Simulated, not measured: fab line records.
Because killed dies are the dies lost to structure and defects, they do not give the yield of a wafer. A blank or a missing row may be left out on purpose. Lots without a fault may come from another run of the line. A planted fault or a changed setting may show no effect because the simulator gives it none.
Matching of chambers ; flow sky130 ; 4 sister chambers for SKY_VIA4_CMP_02 on cmp-01
The step polishes SiO2. 8 wafers are shown with their chamber, then 12 later ones without.

== WAFERS PAIRED WITH THEIR CHAMBERS ==
wafer;chamber;motor-current-A (A)
L088.2;0;12.7
L088.3;1;13.7
L091.1;3;10.6
L091.4;0;13.3
L091.6;2;11.4
L093.1;1;13.9
L093.2;2;12.3
L093.3;3;11.7

== WAFERS MISSING THEIR CHAMBER ==
wafer;motor-current-A (A)
L093.4;12.9
L093.5;12.7
L093.6;12.0
L094.4;10.8
L094.5;13.0
L094.6;13.2
L095.3;10.9
L095.5;13.2
L095.6;11.6
L096.2;11.0
L096.4;13.1
L096.5;13.0

== CHAMBER TAKEN BY EACH ==
wafer;from the rows above;in truth
L093.4;can't be placed: 0 or 1 or 2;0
L093.5;can't be placed: 0 or 2 or 1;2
L093.6;can't be placed: 2 or 3 or 0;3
L094.4;can't be placed: 3 or 2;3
L094.5;can't be placed: 0 or 1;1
L094.6;can't be placed: 0 or 1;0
L095.3;can't be placed: 3 or 2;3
L095.5;can't be placed: 0 or 1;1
L095.6;can't be placed: 2 or 3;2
L096.2;can't be placed: 3 or 2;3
L096.4;can't be placed: 0 or 1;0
L096.5;can't be placed: 0 or 1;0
Placed correctly: 0 of 12. Cannot be placed on the basis of these rows: 12; the candidates contain the true chamber in 12. Wrongly placed: 0.
How it was worked out, from the rows above alone: a wafer's distance from a chamber is the root of the sum, over the readings, of the square of ((its reading less the chamber's mean) divided by the reading's scatter). The wafer belongs to the nearest chamber; if the next one is less than 2 further off, it can't be placed. For every chamber, the mean is computed from those of its wafers that are shown. The scatter: the root of (the sum of the squares of (reading less its chamber's mean) over the shown wafers, divided by (wafers less chambers)).
